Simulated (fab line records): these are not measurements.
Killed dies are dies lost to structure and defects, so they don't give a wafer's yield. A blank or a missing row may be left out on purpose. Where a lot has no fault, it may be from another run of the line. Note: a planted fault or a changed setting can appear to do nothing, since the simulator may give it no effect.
Which tool did it? :: flow gf180mcu :: 13 lots, 39 wafers sampled, at 2 steps of a route of 602

## WHAT EACH GAUGE READ, for each wafer
GF_V5_RS_MEAS_24: a four-point-probe measurement. Usual: V5_W_RS typically reads 0.326 ohm/sq, with standard deviation 0.0049.
lot: L793
measured: day 27 07:19
on: film_metro-02
V5_W_RS (ohm/sq): 0.322 0.326 0.326
flag: 

lot: L795
measured: day 28 03:29
on: film_metro-03
V5_W_RS (ohm/sq): 0.321 0.318 0.320
flag: 

lot: L796
measured: day 28 12:31
on: film_metro-01
V5_W_RS (ohm/sq): 0.333 0.326 0.333
flag: 

lot: L800
measured: day 29 15:31
on: film_metro-01
V5_W_RS (ohm/sq): 0.327 0.332 0.326
flag: 

lot: L801
measured: day 30 04:07
on: film_metro-01
V5_W_RS (ohm/sq): 0.328 0.330 0.329
flag: 

lot: L807
measured: day 31 17:16
on: film_metro-02
V5_W_RS (ohm/sq): 0.322 0.321 0.323
flag: 

lot: L808
measured: day 31 22:22
on: film_metro-01
V5_W_RS (ohm/sq): 0.318 0.322 0.324
flag: 

lot: L809
measured: day 32 05:50
on: film_metro-02
V5_W_RS (ohm/sq): 0.321 0.321 0.320
flag: 

lot: L812
measured: day 33 00:23
on: film_metro-01
V5_W_RS (ohm/sq): 0.320 0.320 0.327
flag: 

lot: L813
measured: day 33 01:25
on: film_metro-01
V5_W_RS (ohm/sq): 0.326 0.323 0.332
flag: 

lot: L814
measured: day 33 10:25
on: film_metro-01
V5_W_RS (ohm/sq): 0.328 0.326 0.322
flag: 

lot: L815
measured: day 33 15:47
on: film_metro-03
V5_W_RS (ohm/sq): 0.326 0.323 0.325
flag: 

lot: L816
measured: day 33 22:14
on: film_metro-02
V5_W_RS (ohm/sq): 0.330 0.323 0.324
flag: 

## TOOL THAT RAN EACH LOT (tool first, then ch and the chambers of the sampled wafers, then the start)
lot: L793
GF_V5_SPUTTER_22: pvd_sputter-02, day 27 07:08

lot: L795
GF_V5_SPUTTER_22: pvd_sputter-02, day 28 03:19

lot: L796
GF_V5_SPUTTER_22: pvd_sputter-02, day 28 12:19

lot: L800
GF_V5_SPUTTER_22: pvd_sputter-02, day 29 15:22

lot: L801
GF_V5_SPUTTER_22: pvd_sputter-02, day 30 03:56

lot: L807
GF_V5_SPUTTER_22: pvd_sputter-04, day 31 17:07

lot: L808
GF_V5_SPUTTER_22: pvd_sputter-03, day 31 22:13

lot: L809
GF_V5_SPUTTER_22: pvd_sputter-04, day 32 05:40

lot: L812
GF_V5_SPUTTER_22: pvd_sputter-02, day 33 00:14

lot: L813
GF_V5_SPUTTER_22: pvd_sputter-02, day 33 01:11

lot: L814
GF_V5_SPUTTER_22: pvd_sputter-02, day 33 10:14

lot: L815
GF_V5_SPUTTER_22: pvd_sputter-02, day 33 15:38

lot: L816
GF_V5_SPUTTER_22: pvd_sputter-04, day 33 22:05
- GF_V5_SPUTTER_22: material TiN, target thk 10 nm, time 40 s.

## WHAT THE TOOLS THEMSELVES READ (means of the sampled wafers that have a number; where no wafer has one, the mark that the record gives instead)
GF_V5_SPUTTER_22. Usual: 30.7 % for throttle_valve_pct, sd 1.3.
lot: L793
tool: pvd_sputter-02
throttle_valve_pct (%): 30.6
flag: 

lot: L795
tool: pvd_sputter-02
throttle_valve_pct (%): 31.5
flag: 

lot: L796
tool: pvd_sputter-02
throttle_valve_pct (%): 31.1
flag: 

lot: L800
tool: pvd_sputter-02
throttle_valve_pct (%): 30.5
flag: 

lot: L801
tool: pvd_sputter-02
throttle_valve_pct (%): 30.7
flag: 

lot: L807
tool: pvd_sputter-04
throttle_valve_pct (%): 30.5
flag: 

lot: L808
tool: pvd_sputter-03
throttle_valve_pct (%): 29.6
flag: 

lot: L809
tool: pvd_sputter-04
throttle_valve_pct (%): 30.3
flag: 

lot: L812
tool: pvd_sputter-02
throttle_valve_pct (%): 31.7
flag: 

lot: L813
tool: pvd_sputter-02
throttle_valve_pct (%): 30.7
flag: 

lot: L814
tool: pvd_sputter-02
throttle_valve_pct (%): 30.3
flag: 

lot: L815
tool: pvd_sputter-02
throttle_valve_pct (%): 31.0
flag: 

lot: L816
tool: pvd_sputter-04
throttle_valve_pct (%): 30.6
flag: 

## THE ANSWER, worked out from the rows above alone
Rule: take the mean of a lot's wafers that have a number; if it is more than 3 standard deviations from the usual mean, the lot is off. Also off: a lot with no number at a reading for which 4 or more lots have one. The other lots that the step has rows for count as sound. First the gauges in route order, then the tools' own readings, where a lot's mean is used as printed above. The first step at which some lot is off is used, and at that step the reading that is off furthest; a lot without a number counts as furthest.
No lot is off at any reading shown: from this, nothing can be told.

## WHAT HAD BEEN PUT IN BY THE SIMULATOR
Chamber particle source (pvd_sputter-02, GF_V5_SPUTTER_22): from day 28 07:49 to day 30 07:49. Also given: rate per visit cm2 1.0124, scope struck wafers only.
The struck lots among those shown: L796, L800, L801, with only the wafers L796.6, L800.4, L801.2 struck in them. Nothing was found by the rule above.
